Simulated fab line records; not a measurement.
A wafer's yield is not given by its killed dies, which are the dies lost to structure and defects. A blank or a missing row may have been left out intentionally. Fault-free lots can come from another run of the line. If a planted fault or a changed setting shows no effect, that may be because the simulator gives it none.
fab line records / flow sfqLine
record lots=6 wafers=18 lastDay=92
route steps=325 shown R5@212
lots that met no fault: taken from a fault-free run of the same line
startH: start of the lot's first displayed wafer, in hours after the record's first day / waitH: hours from the lot's prior step to this one / " repeats the value in the row above / L1.1+2: several wafers, shown together as one row / - either no value or no given start / * or withheld: withheld / < > ~ a bound
route shown NAME@n: names a module that has steps shown in the file, with the first one's number in the route / usual: mean and standard deviation over wafers with no fault / same: alike in all rows / chamber/n: place in a boat / sites: the reading at each site / _std_site: standard deviation across them / _edge_site: inner sites' mean taken away from outer sites' mean / radiusMm: how far each site lies from the wafer's centre / mask NAME#n: copy n / behind: the last tool/chamber to shape the wafer / hold: why the lot was held/for how many hours/how that ended / device: the n, p or np transistor that did not switch / end of line: at the end of the route, the tests of the same wafers / where a step has no rows: the recipe by itself / killed: the dies lost at the first sort to structure and to defects; this is not the yield of the wafer / map: a wafer's dies, marking killed ones x, the rest . and places with no die _
set.NAME: the run value of the setting; set.NAME@STEP: its run value at that earlier step / model.NAME: the simulator's own value behind a step, which no gauge read
lots seen at some steps along the route; tables by step, rows by wafer
services: the hour from which a tool's chamber was out of use, counted from the record's first day as startH (under 0 if before that day), plus the number of hours and why
## steps
# step SFQ_TRILAYER_R5_DEP_SPUTTER_132
# recipe material=Ti basePressurePa=1.33e-06 targetThkNm=5 powerW=2000 timeS=5 chamberPressurePa=0.4
# usual throttleValvePct=29.8/1.1
lot.wafer=L558.1 tool=pvdSputter-06 chamber=- startH=1709.94 waitH=1.0 throttleValvePct=30.2
lot.wafer=L558.4 tool=pvdSputter-06 chamber=- startH=1709.94 waitH=1.0 throttleValvePct=29.4
lot.wafer=L558.6 tool=pvdSputter-06 chamber=- startH=1709.94 waitH=1.0 throttleValvePct=31.3
lot.wafer=L559.2 tool=pvdSputter-04 chamber=- startH=1715.94 waitH=0.8 throttleValvePct=29.9
lot.wafer=L559.5 tool=pvdSputter-04 chamber=- startH=1715.94 waitH=0.8 throttleValvePct=30.1
lot.wafer=L559.6 tool=pvdSputter-04 chamber=- startH=1715.94 waitH=0.8 throttleValvePct=27.1
lot.wafer=L562.1 tool=pvdSputter-04 chamber=- startH=1724.39 waitH=1.0 throttleValvePct=27.1
lot.wafer=L562.4 tool=pvdSputter-04 chamber=- startH=1724.39 waitH=1.0 throttleValvePct=30.2
lot.wafer=L562.6 tool=pvdSputter-04 chamber=- startH=1724.39 waitH=1.0 throttleValvePct=27.4
lot.wafer=L563.2 tool=pvdSputter-06 chamber=- startH=1727.39 waitH=0.8 throttleValvePct=30.0
lot.wafer=L563.4 tool=pvdSputter-06 chamber=- startH=1727.39 waitH=0.8 throttleValvePct=30.7
lot.wafer=L563.6 tool=pvdSputter-06 chamber=- startH=1727.39 waitH=0.8 throttleValvePct=29.7
lot.wafer=L568.1 tool=pvdSputter-06 chamber=- startH=1762.53 waitH=1.0 throttleValvePct=30.4
lot.wafer=L568.2 tool=pvdSputter-06 chamber=- startH=1762.53 waitH=1.0 throttleValvePct=30.0
lot.wafer=L568.5 tool=pvdSputter-06 chamber=- startH=1762.53 waitH=1.0 throttleValvePct=30.5
lot.wafer=L570.3 tool=pvdSputter-03 chamber=- startH=1770.97 waitH=0.6 throttleValvePct=29.6
lot.wafer=L570.4 tool=pvdSputter-03 chamber=- startH=1770.97 waitH=0.6 throttleValvePct=30.6
lot.wafer=L570.5 tool=pvdSputter-03 chamber=- startH=1770.97 waitH=0.6 throttleValvePct=29.6
# step SFQ_TRILAYER_R5_DEP_SPUTTER_133
# recipe material=MoNx basePressurePa=1.33e-06 targetThkNm=40 powerW=1000 timeS=66.7 chamberPressurePa=0.4
# usual throttleValvePct=29.8/1.1
lot.wafer=L558.1 tool=pvdSputter-06 chamber=- startH=1709.96 waitH=0.0 throttleValvePct=30.1
lot.wafer=L558.4 tool=pvdSputter-06 chamber=- startH=1709.96 waitH=0.0 throttleValvePct=29.4
lot.wafer=L558.6 tool=pvdSputter-06 chamber=- startH=1709.96 waitH=0.0 throttleValvePct=31.5
lot.wafer=L559.2 tool=pvdSputter-04 chamber=- startH=1715.96 waitH=0.0 throttleValvePct=29.6
lot.wafer=L559.5 tool=pvdSputter-04 chamber=- startH=1715.96 waitH=0.0 throttleValvePct=30.1
lot.wafer=L559.6 tool=pvdSputter-04 chamber=- startH=1715.96 waitH=0.0 throttleValvePct=27.3
lot.wafer=L562.1 tool=pvdSputter-04 chamber=- startH=1724.41 waitH=0.0 throttleValvePct=27.2
lot.wafer=L562.4 tool=pvdSputter-04 chamber=- startH=1724.41 waitH=0.0 throttleValvePct=30.4
lot.wafer=L562.6 tool=pvdSputter-04 chamber=- startH=1724.41 waitH=0.0 throttleValvePct=27.2
lot.wafer=L563.2 tool=pvdSputter-06 chamber=- startH=1727.41 waitH=0.0 throttleValvePct=30.1
lot.wafer=L563.4 tool=pvdSputter-06 chamber=- startH=1727.41 waitH=0.0 throttleValvePct=30.5
lot.wafer=L563.6 tool=pvdSputter-06 chamber=- startH=1727.41 waitH=0.0 throttleValvePct=29.6
lot.wafer=L568.1 tool=pvdSputter-06 chamber=- startH=1762.55 waitH=0.0 throttleValvePct=30.6
lot.wafer=L568.2 tool=pvdSputter-06 chamber=- startH=1762.55 waitH=0.0 throttleValvePct=30.1
lot.wafer=L568.5 tool=pvdSputter-06 chamber=- startH=1762.55 waitH=0.0 throttleValvePct=30.8
lot.wafer=L570.3 tool=pvdSputter-03 chamber=- startH=1770.99 waitH=0.0 throttleValvePct=29.3
lot.wafer=L570.4 tool=pvdSputter-03 chamber=- startH=1770.99 waitH=0.0 throttleValvePct=30.7
lot.wafer=L570.5 tool=pvdSputter-03 chamber=- startH=1770.99 waitH=0.0 throttleValvePct=29.6
# step SFQ_TRILAYER_R5_DEP_SPUTTER_134
# recipe material=Ti basePressurePa=1.33e-06 targetThkNm=5 powerW=2000 timeS=5 chamberPressurePa=0.4
# usual throttleValvePct=29.8/1.1
lot.wafer=L558.1 tool=pvdSputter-06 chamber=- startH=1710.02 waitH=0.0 throttleValvePct=30.1
lot.wafer=L558.4 tool=pvdSputter-06 chamber=- startH=1710.02 waitH=0.0 throttleValvePct=29.6
lot.wafer=L558.6 tool=pvdSputter-06 chamber=- startH=1710.02 waitH=0.0 throttleValvePct=31.4
lot.wafer=L559.2 tool=pvdSputter-04 chamber=- startH=1716.02 waitH=0.0 throttleValvePct=29.8
lot.wafer=L559.5 tool=pvdSputter-04 chamber=- startH=1716.02 waitH=0.0 throttleValvePct=30.5
lot.wafer=L559.6 tool=pvdSputter-04 chamber=- startH=1716.02 waitH=0.0 throttleValvePct=27.3
lot.wafer=L562.1 tool=pvdSputter-04 chamber=- startH=1724.46 waitH=0.0 throttleValvePct=27.5
lot.wafer=L562.4 tool=pvdSputter-04 chamber=- startH=1724.46 waitH=0.0 throttleValvePct=30.0
lot.wafer=L562.6 tool=pvdSputter-04 chamber=- startH=1724.46 waitH=0.0 throttleValvePct=27.2
lot.wafer=L563.2 tool=pvdSputter-06 chamber=- startH=1727.46 waitH=0.0 throttleValvePct=30.2
lot.wafer=L563.4 tool=pvdSputter-06 chamber=- startH=1727.46 waitH=0.0 throttleValvePct=30.7
lot.wafer=L563.6 tool=pvdSputter-06 chamber=- startH=1727.46 waitH=0.0 throttleValvePct=29.6
lot.wafer=L568.1 tool=pvdSputter-06 chamber=- startH=1762.60 waitH=0.0 throttleValvePct=30.5
lot.wafer=L568.2 tool=pvdSputter-06 chamber=- startH=1762.60 waitH=0.0 throttleValvePct=30.1
lot.wafer=L568.5 tool=pvdSputter-06 chamber=- startH=1762.60 waitH=0.0 throttleValvePct=30.6
lot.wafer=L570.3 tool=pvdSputter-03 chamber=- startH=1771.05 waitH=0.0 throttleValvePct=29.6
lot.wafer=L570.4 tool=pvdSputter-03 chamber=- startH=1771.05 waitH=0.0 throttleValvePct=30.6
lot.wafer=L570.5 tool=pvdSputter-03 chamber=- startH=1771.05 waitH=0.0 throttleValvePct=29.4
# step SFQ_R5_RS_MEAS_933
# recipe thkMeasGauge=four-point-probe reads=Ti_of_TRILAYER_R5_DEP_SPUTTER_134+MoNx_of_TRILAYER_R5_DEP_SPUTTER_133+Ti_of_TRILAYER_R5_DEP_SPUTTER_132
# usual R5_MONX_RS=7.10/0.093
lot.wafer=L558.1 tool=filmMetro-01 chamber=- startH=1710.04 waitH=0.0 R5_MONX_RS[ohm/sq]=7.16
lot.wafer=L558.4 tool=filmMetro-01 chamber=- startH=1710.04 waitH=0.0 R5_MONX_RS[ohm/sq]=7.14
lot.wafer=L558.6 tool=filmMetro-01 chamber=- startH=1710.04 waitH=0.0 R5_MONX_RS[ohm/sq]=7.12
lot.wafer=L559.2 tool=filmMetro-04 chamber=- startH=1716.06 waitH=0.0 R5_MONX_RS[ohm/sq]=7.05
lot.wafer=L559.5 tool=filmMetro-04 chamber=- startH=1716.06 waitH=0.0 R5_MONX_RS[ohm/sq]=6.94
lot.wafer=L559.6 tool=filmMetro-04 chamber=- startH=1716.06 waitH=0.0 R5_MONX_RS[ohm/sq]=7.20
lot.wafer=L562.1 tool=filmMetro-01 chamber=- startH=1724.48 waitH=0.0 R5_MONX_RS[ohm/sq]=7.33
lot.wafer=L562.4 tool=filmMetro-01 chamber=- startH=1724.48 waitH=0.0 R5_MONX_RS[ohm/sq]=7.01
lot.wafer=L562.6 tool=filmMetro-01 chamber=- startH=1724.48 waitH=0.0 R5_MONX_RS[ohm/sq]=7.31
lot.wafer=L563.2 tool=filmMetro-04 chamber=- startH=1727.50 waitH=0.0 R5_MONX_RS[ohm/sq]=7.05
lot.wafer=L563.4 tool=filmMetro-04 chamber=- startH=1727.50 waitH=0.0 R5_MONX_RS[ohm/sq]=7.15
lot.wafer=L563.6 tool=filmMetro-04 chamber=- startH=1727.50 waitH=0.0 R5_MONX_RS[ohm/sq]=7.12
lot.wafer=L568.1 tool=filmMetro-01 chamber=- startH=1762.62 waitH=0.0 R5_MONX_RS[ohm/sq]=7.12
lot.wafer=L568.2 tool=filmMetro-01 chamber=- startH=1762.62 waitH=0.0 R5_MONX_RS[ohm/sq]=7.00
lot.wafer=L568.5 tool=filmMetro-01 chamber=- startH=1762.62 waitH=0.0 R5_MONX_RS[ohm/sq]=7.15
lot.wafer=L570.3 tool=filmMetro-04 chamber=- startH=1771.11 waitH=0.0 R5_MONX_RS[ohm/sq]=7.13
lot.wafer=L570.4 tool=filmMetro-04 chamber=- startH=1771.11 waitH=0.0 R5_MONX_RS[ohm/sq]=7.12
lot.wafer=L570.5 tool=filmMetro-04 chamber=- startH=1771.11 waitH=0.0 R5_MONX_RS[ohm/sq]=7.10
# step SFQ_R5_THK_MEAS_934
# recipe thkMeasGauge=xrf reads=MoNx_of_TRILAYER_R5_DEP_SPUTTER_133
# usual R5_MONX_THK=40.1/0.65
lot.wafer=L558.1 tool=filmMetro-01 chamber=- startH=1710.16 waitH=0.1 R5_MONX_THK[nm]=39.3
lot.wafer=L558.4 tool=filmMetro-01 chamber=- startH=1710.16 waitH=0.1 R5_MONX_THK[nm]=39.7
lot.wafer=L558.6 tool=filmMetro-01 chamber=- startH=1710.16 waitH=0.1 R5_MONX_THK[nm]=40.2
lot.wafer=L559.2 tool=filmMetro-04 chamber=- startH=1716.17 waitH=0.1 R5_MONX_THK[nm]=40.3
lot.wafer=L559.5 tool=filmMetro-04 chamber=- startH=1716.17 waitH=0.1 R5_MONX_THK[nm]=41.2
lot.wafer=L559.6 tool=filmMetro-04 chamber=- startH=1716.17 waitH=0.1 R5_MONX_THK[nm]=39.3
lot.wafer=L562.1 tool=filmMetro-01 chamber=- startH=1724.60 waitH=0.1 R5_MONX_THK[nm]=38.7
lot.wafer=L562.4 tool=filmMetro-01 chamber=- startH=1724.60 waitH=0.1 R5_MONX_THK[nm]=40.5
lot.wafer=L562.6 tool=filmMetro-01 chamber=- startH=1724.60 waitH=0.1 R5_MONX_THK[nm]=38.6
lot.wafer=L563.2 tool=filmMetro-04 chamber=- startH=1727.61 waitH=0.1 R5_MONX_THK[nm]=40.1
lot.wafer=L563.4 tool=filmMetro-04 chamber=- startH=1727.61 waitH=0.1 R5_MONX_THK[nm]=39.7
lot.wafer=L563.6 tool=filmMetro-04 chamber=- startH=1727.61 waitH=0.1 R5_MONX_THK[nm]=39.9
lot.wafer=L568.1 tool=filmMetro-01 chamber=- startH=1762.74 waitH=0.1 R5_MONX_THK[nm]=39.9
lot.wafer=L568.2 tool=filmMetro-01 chamber=- startH=1762.74 waitH=0.1 R5_MONX_THK[nm]=40.5
lot.wafer=L568.5 tool=filmMetro-01 chamber=- startH=1762.74 waitH=0.1 R5_MONX_THK[nm]=39.9
lot.wafer=L570.3 tool=filmMetro-04 chamber=- startH=1771.21 waitH=0.1 R5_MONX_THK[nm]=39.8
lot.wafer=L570.4 tool=filmMetro-04 chamber=- startH=1771.21 waitH=0.1 R5_MONX_THK[nm]=40.0
lot.wafer=L570.5 tool=filmMetro-04 chamber=- startH=1771.21 waitH=0.1 R5_MONX_THK[nm]=40.1
# step SFQ_TRILAYER_R5_LITHO_COAT_141
# recipe resist=BARC spinRpm=3000 resistThkNm=62
# step SFQ_TRILAYER_R5_LITHO_COAT_136
# recipe resist=KrF spinRpm=3000 resistThkNm=600
# step SFQ_TRILAYER_R5_LITHO_SOFTBAKE_140
# recipe tempC=withheld timeS=withheld resist=KrF
# step SFQ_TRILAYER_R5_LITHO_EXPOSE_137
# recipe maskId=R5 na=0.6 sourceShape=conventional sigmaOuter=0.65 targetCdNm=500 doseMj=14.4
# step SFQ_TRILAYER_R5_LITHO_PEB_139
# recipe pebTempC=115 pebTimeS=60 resist=KrF
# step SFQ_TRILAYER_R5_LITHO_DEVELOP_138
# recipe timeS=60 resist=KrF
# step SFQ_R5_OVL_MEAS_935
# usual R5_OVL=1/6
lot.wafer=L558.1 tool=overlay-02 chamber=- startH=1714.44 waitH=0.1 R5_OVL[nm]=2
lot.wafer=L558.4 tool=overlay-02 chamber=- startH=1714.44 waitH=0.1 R5_OVL[nm]=0
lot.wafer=L558.6 tool=overlay-02 chamber=- startH=1714.44 waitH=0.1 R5_OVL[nm]=-9
lot.wafer=L559.2 tool=overlay-02 chamber=- startH=1805.63 waitH=0.1 R5_OVL[nm]=-6
lot.wafer=L559.5 tool=overlay-02 chamber=- startH=1805.63 waitH=0.1 R5_OVL[nm]=0
lot.wafer=L559.6 tool=overlay-02 chamber=- startH=1805.63 waitH=0.1 R5_OVL[nm]=-5
lot.wafer=L562.1 tool=overlay-02 chamber=- startH=1816.42 waitH=0.1 R5_OVL[nm]=-2
lot.wafer=L562.4 tool=overlay-02 chamber=- startH=1816.42 waitH=0.1 R5_OVL[nm]=-5
lot.wafer=L562.6 tool=overlay-02 chamber=- startH=1816.42 waitH=0.1 R5_OVL[nm]=-4
lot.wafer=L563.2 tool=overlay-01 chamber=- startH=1820.03 waitH=0.1 R5_OVL[nm]=-3
lot.wafer=L563.4 tool=overlay-01 chamber=- startH=1820.03 waitH=0.1 R5_OVL[nm]=-5
lot.wafer=L563.6 tool=overlay-01 chamber=- startH=1820.03 waitH=0.1 R5_OVL[nm]=0
lot.wafer=L568.1 tool=overlay-02 chamber=- startH=1856.38 waitH=0.1 R5_OVL[nm]=-8
lot.wafer=L568.2 tool=overlay-02 chamber=- startH=1856.38 waitH=0.1 R5_OVL[nm]=2
lot.wafer=L568.5 tool=overlay-02 chamber=- startH=1856.38 waitH=0.1 R5_OVL[nm]=5
lot.wafer=L570.3 tool=overlay-02 chamber=- startH=1863.59 waitH=0.1 R5_OVL[nm]=1
lot.wafer=L570.4 tool=overlay-02 chamber=- startH=1863.59 waitH=0.1 R5_OVL[nm]=4
lot.wafer=L570.5 tool=overlay-02 chamber=- startH=1863.59 waitH=0.1 R5_OVL[nm]=-1
# step SFQ_TRILAYER_R5_BARC_OPEN_METAL_ETCH_177
# recipe maskMaterial=PR chemistry=O2 targetDepthNm=125 target=BARC icpW=600 biasW=80 pressureMtorr=10 timeS=41.7
# usual drypumpMotorCurrentA=5.7/0.42 oesProductAu=0.685/0.0044
lot.wafer=L558.1 tool=rieMetal-03 chamber=1 startH=1714.47 waitH=0.0 drypumpMotorCurrentA=5.1 oesProductAu=0.685 rfHoursCounterH=87 model.KrF_of_TRILAYER_R5_LITHO_COAT_136.thkNm=525.9
lot.wafer=L558.4 tool=rieMetal-03 chamber=0 startH=1714.47 waitH=0.0 drypumpMotorCurrentA=5.9 oesProductAu=0.682 rfHoursCounterH=- model.KrF_of_TRILAYER_R5_LITHO_COAT_136.thkNm=524.7
lot.wafer=L558.6 tool=rieMetal-03 chamber=0 startH=1714.47 waitH=0.0 drypumpMotorCurrentA=5.9 oesProductAu=0.686 rfHoursCounterH=- model.KrF_of_TRILAYER_R5_LITHO_COAT_136.thkNm=523.8
lot.wafer=L559.2 tool=rieMetal-02 chamber=1 startH=1805.66 waitH=0.0 drypumpMotorCurrentA=6.3 oesProductAu=0.681 rfHoursCounterH=37 model.KrF_of_TRILAYER_R5_LITHO_COAT_136.thkNm=521.4
lot.wafer=L559.5 tool=rieMetal-02 chamber=1 startH=1805.66 waitH=0.0 drypumpMotorCurrentA=6.3 oesProductAu=0.679 rfHoursCounterH=- model.KrF_of_TRILAYER_R5_LITHO_COAT_136.thkNm=520.4
lot.wafer=L559.6 tool=rieMetal-02 chamber=0 startH=1805.66 waitH=0.0 drypumpMotorCurrentA=5.6 oesProductAu=0.695 rfHoursCounterH=- model.KrF_of_TRILAYER_R5_LITHO_COAT_136.thkNm=521
lot.wafer=L562.1 tool=rieMetal-02 chamber=0 startH=1816.46 waitH=0.0 drypumpMotorCurrentA=5.5 oesProductAu=0.692 rfHoursCounterH=13 model.KrF_of_TRILAYER_R5_LITHO_COAT_136.thkNm=538
lot.wafer=L562.4 tool=rieMetal-02 chamber=0 startH=1816.46 waitH=0.0 drypumpMotorCurrentA=5.5 oesProductAu=0.688 rfHoursCounterH=- model.KrF_of_TRILAYER_R5_LITHO_COAT_136.thkNm=539.4
lot.wafer=L562.6 tool=rieMetal-02 chamber=1 startH=1816.46 waitH=0.0 drypumpMotorCurrentA=6.3 oesProductAu=0.683 rfHoursCounterH=- model.KrF_of_TRILAYER_R5_LITHO_COAT_136.thkNm=524.3
lot.wafer=L563.2 tool=rieMetal-02 chamber=1 startH=1820.06 waitH=0.0 drypumpMotorCurrentA=6.3 oesProductAu=0.688 rfHoursCounterH=40 model.KrF_of_TRILAYER_R5_LITHO_COAT_136.thkNm=522.1
lot.wafer=L563.4 tool=rieMetal-02 chamber=0 startH=1820.06 waitH=0.0 drypumpMotorCurrentA=5.5 oesProductAu=0.675 rfHoursCounterH=- model.KrF_of_TRILAYER_R5_LITHO_COAT_136.thkNm=536.5
lot.wafer=L563.6 tool=rieMetal-02 chamber=1 startH=1820.06 waitH=0.0 drypumpMotorCurrentA=6.3 oesProductAu=0.675 rfHoursCounterH=- model.KrF_of_TRILAYER_R5_LITHO_COAT_136.thkNm=521.7
lot.wafer=L568.1 tool=rieMetal-03 chamber=1 startH=1856.42 waitH=0.0 drypumpMotorCurrentA=5.2 oesProductAu=0.683 rfHoursCounterH=110 model.KrF_of_TRILAYER_R5_LITHO_COAT_136.thkNm=525.6
lot.wafer=L568.2 tool=rieMetal-03 chamber=0 startH=1856.42 waitH=0.0 drypumpMotorCurrentA=5.9 oesProductAu=0.680 rfHoursCounterH=118 model.KrF_of_TRILAYER_R5_LITHO_COAT_136.thkNm=522.7
lot.wafer=L568.5 tool=rieMetal-03 chamber=0 startH=1856.42 waitH=0.0 drypumpMotorCurrentA=5.9 oesProductAu=0.681 rfHoursCounterH=- model.KrF_of_TRILAYER_R5_LITHO_COAT_136.thkNm=522.5
lot.wafer=L570.3 tool=rieMetal-01 chamber=1 startH=1863.64 waitH=0.0 drypumpMotorCurrentA=6.0 oesProductAu=0.680 rfHoursCounterH=- model.KrF_of_TRILAYER_R5_LITHO_COAT_136.thkNm=521.9
lot.wafer=L570.4 tool=rieMetal-01 chamber=0 startH=1863.64 waitH=0.0 drypumpMotorCurrentA=5.3 oesProductAu=0.690 rfHoursCounterH=- model.KrF_of_TRILAYER_R5_LITHO_COAT_136.thkNm=525.3
lot.wafer=L570.5 tool=rieMetal-01 chamber=1 startH=1863.64 waitH=0.0 drypumpMotorCurrentA=6.0 oesProductAu=0.692 rfHoursCounterH=- model.KrF_of_TRILAYER_R5_LITHO_COAT_136.thkNm=522.9
# step SFQ_TRILAYER_R5_ETCH_METAL_ETCH_139
# recipe stopOn=SiO2 maskMaterial=PR chemistry=Cl2 targetDepthNm=60 icpW=600 biasW=80 pressureMtorr=10 timeS=40
# usual drypumpMotorCurrentA=5.7/0.42 oesProductAu=0.989/0.0091
lot.wafer=L558.1 tool=rieMetal-03 chamber=1 startH=1714.53 waitH=0.0 drypumpMotorCurrentA=5.1 oesProductAu=0.990 rfHoursCounterH=87 model.KrF_of_TRILAYER_R5_LITHO_COAT_136.thkNm=501.9
lot.wafer=L558.4 tool=rieMetal-03 chamber=0 startH=1714.53 waitH=0.0 drypumpMotorCurrentA=5.9 oesProductAu=1.000 rfHoursCounterH=- model.KrF_of_TRILAYER_R5_LITHO_COAT_136.thkNm=499.9
lot.wafer=L558.6 tool=rieMetal-03 chamber=0 startH=1714.53 waitH=0.0 drypumpMotorCurrentA=5.9 oesProductAu=1.001 rfHoursCounterH=- model.KrF_of_TRILAYER_R5_LITHO_COAT_136.thkNm=499.1
lot.wafer=L559.2 tool=rieMetal-02 chamber=1 startH=1805.72 waitH=0.0 drypumpMotorCurrentA=6.3 oesProductAu=1.000 rfHoursCounterH=38 model.KrF_of_TRILAYER_R5_LITHO_COAT_136.thkNm=497.2
lot.wafer=L559.5 tool=rieMetal-02 chamber=1 startH=1805.72 waitH=0.0 drypumpMotorCurrentA=6.3 oesProductAu=0.994 rfHoursCounterH=- model.KrF_of_TRILAYER_R5_LITHO_COAT_136.thkNm=496.2
lot.wafer=L559.6 tool=rieMetal-02 chamber=0 startH=1805.72 waitH=0.0 drypumpMotorCurrentA=5.6 oesProductAu=0.985 rfHoursCounterH=- model.KrF_of_TRILAYER_R5_LITHO_COAT_136.thkNm=496.7
lot.wafer=L562.1 tool=rieMetal-02 chamber=0 startH=1816.52 waitH=0.0 drypumpMotorCurrentA=5.5 oesProductAu=0.994 rfHoursCounterH=13 model.KrF_of_TRILAYER_R5_LITHO_COAT_136.thkNm=513.8
lot.wafer=L562.4 tool=rieMetal-02 chamber=0 startH=1816.52 waitH=0.0 drypumpMotorCurrentA=5.6 oesProductAu=0.998 rfHoursCounterH=- model.KrF_of_TRILAYER_R5_LITHO_COAT_136.thkNm=515.1
lot.wafer=L562.6 tool=rieMetal-02 chamber=1 startH=1816.52 waitH=0.0 drypumpMotorCurrentA=6.3 oesProductAu=0.990 rfHoursCounterH=- model.KrF_of_TRILAYER_R5_LITHO_COAT_136.thkNm=499.9
lot.wafer=L563.2 tool=rieMetal-02 chamber=1 startH=1820.12 waitH=0.0 drypumpMotorCurrentA=6.3 oesProductAu=0.988 rfHoursCounterH=40 model.KrF_of_TRILAYER_R5_LITHO_COAT_136.thkNm=498.2
lot.wafer=L563.4 tool=rieMetal-02 chamber=0 startH=1820.12 waitH=0.0 drypumpMotorCurrentA=5.5 oesProductAu=0.981 rfHoursCounterH=- model.KrF_of_TRILAYER_R5_LITHO_COAT_136.thkNm=512.8
lot.wafer=L563.6 tool=rieMetal-02 chamber=1 startH=1820.12 waitH=0.0 drypumpMotorCurrentA=6.3 oesProductAu=0.987 rfHoursCounterH=- model.KrF_of_TRILAYER_R5_LITHO_COAT_136.thkNm=497.6
lot.wafer=L568.1 tool=rieMetal-03 chamber=1 startH=1856.48 waitH=0.0 drypumpMotorCurrentA=5.2 oesProductAu=0.985 rfHoursCounterH=110 model.KrF_of_TRILAYER_R5_LITHO_COAT_136.thkNm=501.6
lot.wafer=L568.2 tool=rieMetal-03 chamber=0 startH=1856.48 waitH=0.0 drypumpMotorCurrentA=5.9 oesProductAu=0.995 rfHoursCounterH=118 model.KrF_of_TRILAYER_R5_LITHO_COAT_136.thkNm=497.9
lot.wafer=L568.5 tool=rieMetal-03 chamber=0 startH=1856.48 waitH=0.0 drypumpMotorCurrentA=5.9 oesProductAu=0.994 rfHoursCounterH=- model.KrF_of_TRILAYER_R5_LITHO_COAT_136.thkNm=497.9
lot.wafer=L570.3 tool=rieMetal-01 chamber=1 startH=1863.70 waitH=0.0 drypumpMotorCurrentA=6.0 oesProductAu=0.997 rfHoursCounterH=- model.KrF_of_TRILAYER_R5_LITHO_COAT_136.thkNm=497.6
lot.wafer=L570.4 tool=rieMetal-01 chamber=0 startH=1863.70 waitH=0.0 drypumpMotorCurrentA=5.3 oesProductAu=0.979 rfHoursCounterH=- model.KrF_of_TRILAYER_R5_LITHO_COAT_136.thkNm=502.2
lot.wafer=L570.5 tool=rieMetal-01 chamber=1 startH=1863.70 waitH=0.0 drypumpMotorCurrentA=6.0 oesProductAu=0.995 rfHoursCounterH=- model.KrF_of_TRILAYER_R5_LITHO_COAT_136.thkNm=498.7
# step SFQ_TRILAYER_R5_STRIP_STRIP_140
# recipe gas=O2 powerW=200 platenTempC=40 overashFraction=0.65 chemistry=O2 pressureMtorr=50
# usual drypumpMotorCurrentA=5.7/0.42 oesProductAu=0.999/0.014
lot.wafer=L558.1 tool=rieMetal-03 chamber=1 startH=1714.59 waitH=0.0 drypumpMotorCurrentA=5.2 oesProductAu=1.002 rfHoursCounterH=87
lot.wafer=L558.4 tool=rieMetal-03 chamber=0 startH=1714.59 waitH=0.0 drypumpMotorCurrentA=5.9 oesProductAu=1.014 rfHoursCounterH=-
lot.wafer=L558.6 tool=rieMetal-03 chamber=0 startH=1714.59 waitH=0.0 drypumpMotorCurrentA=6.0 oesProductAu=1.019 rfHoursCounterH=-
lot.wafer=L559.2 tool=rieMetal-02 chamber=1 startH=1805.78 waitH=0.0 drypumpMotorCurrentA=6.3 oesProductAu=1.005 rfHoursCounterH=38
lot.wafer=L559.5 tool=rieMetal-02 chamber=1 startH=1805.78 waitH=0.0 drypumpMotorCurrentA=6.3 oesProductAu=1.002 rfHoursCounterH=-
lot.wafer=L559.6 tool=rieMetal-02 chamber=0 startH=1805.78 waitH=0.0 drypumpMotorCurrentA=5.5 oesProductAu=1.011 rfHoursCounterH=-
lot.wafer=L562.1 tool=rieMetal-02 chamber=0 startH=1816.58 waitH=0.0 drypumpMotorCurrentA=5.6 oesProductAu=1.005 rfHoursCounterH=13
lot.wafer=L562.4 tool=rieMetal-02 chamber=0 startH=1816.58 waitH=0.0 drypumpMotorCurrentA=5.5 oesProductAu=1.000 rfHoursCounterH=-
lot.wafer=L562.6 tool=rieMetal-02 chamber=1 startH=1816.58 waitH=0.0 drypumpMotorCurrentA=6.3 oesProductAu=0.999 rfHoursCounterH=-
lot.wafer=L563.2 tool=rieMetal-02 chamber=1 startH=1820.18 waitH=0.0 drypumpMotorCurrentA=6.3 oesProductAu=1.013 rfHoursCounterH=40
lot.wafer=L563.4 tool=rieMetal-02 chamber=0 startH=1820.18 waitH=0.0 drypumpMotorCurrentA=5.5 oesProductAu=0.999 rfHoursCounterH=-
lot.wafer=L563.6 tool=rieMetal-02 chamber=1 startH=1820.18 waitH=0.0 drypumpMotorCurrentA=6.3 oesProductAu=1.002 rfHoursCounterH=-
lot.wafer=L568.1 tool=rieMetal-03 chamber=1 startH=1856.54 waitH=0.0 drypumpMotorCurrentA=5.2 oesProductAu=0.991 rfHoursCounterH=110
lot.wafer=L568.2 tool=rieMetal-03 chamber=0 startH=1856.54 waitH=0.0 drypumpMotorCurrentA=6.0 oesProductAu=1.005 rfHoursCounterH=118
lot.wafer=L568.5 tool=rieMetal-03 chamber=0 startH=1856.54 waitH=0.0 drypumpMotorCurrentA=6.0 oesProductAu=1.005 rfHoursCounterH=-
lot.wafer=L570.3 tool=rieMetal-01 chamber=1 startH=1863.94 waitH=0.2 drypumpMotorCurrentA=6.0 oesProductAu=1.013 rfHoursCounterH=-
lot.wafer=L570.4 tool=rieMetal-01 chamber=0 startH=1863.94 waitH=0.2 drypumpMotorCurrentA=5.3 oesProductAu=0.986 rfHoursCounterH=-
lot.wafer=L570.5 tool=rieMetal-01 chamber=1 startH=1863.94 waitH=0.2 drypumpMotorCurrentA=6.0 oesProductAu=1.002 rfHoursCounterH=-
## services
tool=pvdSputter-06 chamber=2 startH=1708.42 hours=- kind=consumableReplace:kit
tool=pvdSputter-06 chamber=2 startH=1708.42 hours=18.0 kind=scheduledDown
tool=pvdSputter-06 chamber=2 startH=1708.42 hours=18.0 kind=ventCycle
tool=pvdSputter-03 chamber=- startH=1740.14 hours=6.9 kind=repair
tool=pvdSputter-04 chamber=- startH=1751.65 hours=7.8 kind=repair
tool=rieMetal-01 chamber=0 startH=1752.37 hours=4.8 kind=repair
tool=rieMetal-01 chamber=- startH=1773.49 hours=4.3 kind=pm
tool=rieMetal-03 chamber=0 startH=1786.01 hours=32.8 kind=repair
tool=pvdSputter-06 chamber=- startH=1799.30 hours=0.9 kind=repair
tool=pvdSputter-06 chamber=- startH=1815.36 hours=5.3 kind=repair
tool=pvdSputter-03 chamber=- startH=1847.78 hours=10.1 kind=repair
tool=rieMetal-02 chamber=- startH=1851.52 hours=1.2 kind=repair
## key
firstSign none at tools or gauges
modelEffect step=SFQ_TRILAYER_R5_BARC_OPEN_METAL_ETCH_177 value=KrF_of_TRILAYER_R5_LITHO_COAT_136.thkNm without=522.3 struck=538
modelEffect step=SFQ_TRILAYER_R5_ETCH_METAL_ETCH_139 value=KrF_of_TRILAYER_R5_LITHO_COAT_136.thkNm without=498.2 struck=513.9
metAt SFQ_TRILAYER_R5_BARC_OPEN_METAL_ETCH_177
struckWafers L562.1,L562.4,L563.4
onsetBetween 1805.66 1816.46
fault kind=processParameterDrift tool=rieMetal-02 chamber=- onsetH=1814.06 steps=SFQ_TRILAYER_R5_BARC_OPEN_METAL_ETCH_177 channel=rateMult offset=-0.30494 shape=step endH=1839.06 scope=struckWafersOnly
